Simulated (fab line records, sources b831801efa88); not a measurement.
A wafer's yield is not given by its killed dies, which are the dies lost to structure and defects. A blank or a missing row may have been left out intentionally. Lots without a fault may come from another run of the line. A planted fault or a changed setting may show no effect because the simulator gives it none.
What tool caused it?	flow sfq line	14 lots, 42 wafers sampled, at 4 steps of a route of 325

WHAT THE GAUGES READ, wafer by wafer
SFQ_L0_THK_MEAS_902: measures by xrf.
lot	measured	on	L0_MONX_KI_THK (nm)
L646	day 1 12:41	film metro-02	39.6 39.6 40.0
L649	day 2 03:42	film metro-02	39.5 39.8 39.4
L650	day 2 08:41	film metro-02	39.8 39.6 39.7
L651	day 2 13:41	film metro-04	40.7 39.6 39.9
L652	day 2 18:41	film metro-04	40.3 41.0 40.3
L653	day 2 23:41	film metro-02	40.5 39.8 39.7
L654	day 3 04:41	film metro-01	38.9 39.2 39.0
L660	day 4 10:42	film metro-02	40.4 39.4 39.6
L662	day 4 20:41	film metro-02	39.9 40.2 39.9
L663	day 5 01:41	film metro-04	39.2 39.2 39.6
L665	day 5 11:41	film metro-04	40.3 40.7 40.4
L666	day 5 16:41	film metro-04	38.9 39.6 39.5
L667	day 5 21:42	film metro-04	39.1 39.9 39.4
L669	day 6 07:41	film metro-04	39.8 39.1 38.8

SFQ_I7_BOW_MEAS_946.
lot	measured	on	I7_BOW (um)
L646	day 68 13:42	film metro-01	-2 -8 -8
L649	day 73 05:29	film metro-03	17 17 13
L650	day 73 07:53	film metro-02	34 12 26
L651	day 73 08:27	film metro-03	9 5 9
L652	day 73 18:39	film metro-01	3 -7 -7
L653	day 73 22:41	film metro-03	-9 -13 -7
L654	day 75 05:03	film metro-01	27 18 24
L660	day 76 17:03	film metro-03	22 17 3
L662	day 77 06:32	film metro-02	-2 -4 -13
L663	day 77 08:04	film metro-03	3 -1 23
L665	day 78 22:32	film metro-01	27 32 18
L666	day 79 02:36	film metro-03	2 8 8
L667	day 79 17:45	film metro-02	-22 -7 -5
L669	day 79 20:52	film metro-02	12 12 7

EACH LOT AND THE TOOL THAT RAN IT (in order: tool; ch and the chambers of the sampled wafers; start)
lot	SFQ_TRILAYER_M0_STRIP_STRIP_025	SFQ_TRILAYER_I3_VIA_ETCH_VIA_ETCH_088
L646	rie metal-01 ch 0,1, day 11 17:37	rie diel-03 ch 1,3, day 41 21:03
L649	rie metal-02 ch 0,1, day 12 17:17	rie diel-03 ch 1,2, day 43 05:27
L650	rie metal-04 ch 0,1, day 13 00:50	rie diel-03 ch 0,1,2, day 45 07:51
L651	rie metal-02 ch 0,1, day 13 04:55	rie diel-03 ch 0,1,3, day 45 12:39
L652	rie metal-01 ch 0, day 13 14:41	rie diel-03 ch 0,1,2, day 45 19:51
L653	rie metal-04 ch 0,1, day 13 21:13	rie diel-03 ch 1,2,3, day 46 10:15
L654	rie metal-04 ch 0,1, day 14 06:49	rie diel-01 ch 0,1, day 46 21:07
L660	rie metal-01 ch 0,1, day 16 21:47	rie diel-03 ch 1,2, day 48 18:43
L662	rie metal-04 ch 0,1, day 17 13:11	rie diel-01 ch 1,3, day 49 18:43
L663	rie metal-04 ch 0,1, day 18 01:11	rie diel-03 ch 0,3, day 49 20:02
L665	rie metal-04 ch 0,1, day 19 01:26	rie diel-03 ch 1,2,3, day 53 04:27
L666	rie metal-02 ch 1, day 19 07:26	rie diel-04 ch 0,2,3, day 53 06:39
L667	rie metal-02 ch 0,1, day 19 18:26	rie diel-03 ch 1,2,3, day 53 09:03
L669	rie metal-02 ch 0,1, day 20 12:21	rie diel-01 ch 0,1,2, day 53 12:39
- SFQ_TRILAYER_M0_STRIP_STRIP_025: strips in O2.
- SFQ_TRILAYER_I3_VIA_ETCH_VIA_ETCH_088: etches SiO2 in CHF3, stops on Nb, target depth 260 nm.

AS READ BY THE TOOLS THEMSELVES (means over the sampled wafers that have a number; for cases with no such wafer, the mark the record gives instead)
SFQ_TRILAYER_M0_STRIP_STRIP_025.
lot	tool	drypump motor current A (A)	he backside leak sccm (sccm)	oes product au (a.u.)
L646	rie metal-01	5.60	3.25	0.985
L649	rie metal-02	5.73	3.49	0.998
L650	rie metal-04	5.30	3.57	1.012
L651	rie metal-02	5.80	3.34	0.981
L652	rie metal-01	5.34	3.16	0.985
L653	rie metal-04	5.28	3.47	1.016
L654	rie metal-04	5.41	3.54	1.012
L660	rie metal-01	5.84	3.49	0.990
L662	rie metal-04	5.39	3.55	1.008
L663	rie metal-04	5.39	3.56	1.008
L665	rie metal-04	5.29	3.70	1.011
L666	rie metal-02	5.89	3.04	1.001
L667	rie metal-02	5.71	3.65	0.988
L669	rie metal-02	5.72	3.57	0.994

SFQ_TRILAYER_I3_VIA_ETCH_VIA_ETCH_088.
lot	tool	drypump motor current A (A)	oes product au (a.u.)	rf fwd power W (W)
L646	rie diel-03	6.2	0.849	497.6
L649	rie diel-03	6.0	0.852	497.3
L650	rie diel-03	5.9	0.854	498.8
L651	rie diel-03	5.8	0.850	497.4
L652	rie diel-03	5.9	0.853	471.5
L653	rie diel-03	5.9	0.851	472.9
L654	rie diel-01	5.8	0.858	499.0
L660	rie diel-03	6.0	0.857	497.7
L662	rie diel-01	5.8	0.855	497.3
L663	rie diel-03	5.3	0.861	499.0
L665	rie diel-03	5.9	0.859	497.0
L666	rie diel-04	5.6	0.856	496.7
L667	rie diel-03	5.9	0.854	497.9
L669	rie diel-01	5.8	0.858	497.8

THE ANSWER, worked out from the rows above alone
Rule: the usual values come from the lots themselves. The widest of any qualifying gaps counts: lots, ordered by their means at a reading, are off when they make up no more than a third of the lots, leave a main group of 4 or more, and stand apart from it by 3 or more times the standard deviation of that group's means. A main group is skipped when, at the precision printed for the reading in the tables above, its means are all equal. Also off: a lot with no number at a reading for which 4 or more lots have one. The other lots that the step has rows for count as sound. First the gauges in route order, then the tools' own readings, where a lot's mean is used as printed above. The first step at which some lot is off is used, and at that step the reading that is off furthest; a lot without a number counts as furthest.
Off: L652, L653 (SFQ_TRILAYER_I3_VIA_ETCH_VIA_ETCH_088, rf fwd power W). The main group: mean 497.8 W, standard deviation 0.73.
A tool fits if, at that step or a process step before it, it ran every lot that is off, and no sound lot after the first of them. Of those tried, none fits.

WHAT THE SIMULATOR PUT IN
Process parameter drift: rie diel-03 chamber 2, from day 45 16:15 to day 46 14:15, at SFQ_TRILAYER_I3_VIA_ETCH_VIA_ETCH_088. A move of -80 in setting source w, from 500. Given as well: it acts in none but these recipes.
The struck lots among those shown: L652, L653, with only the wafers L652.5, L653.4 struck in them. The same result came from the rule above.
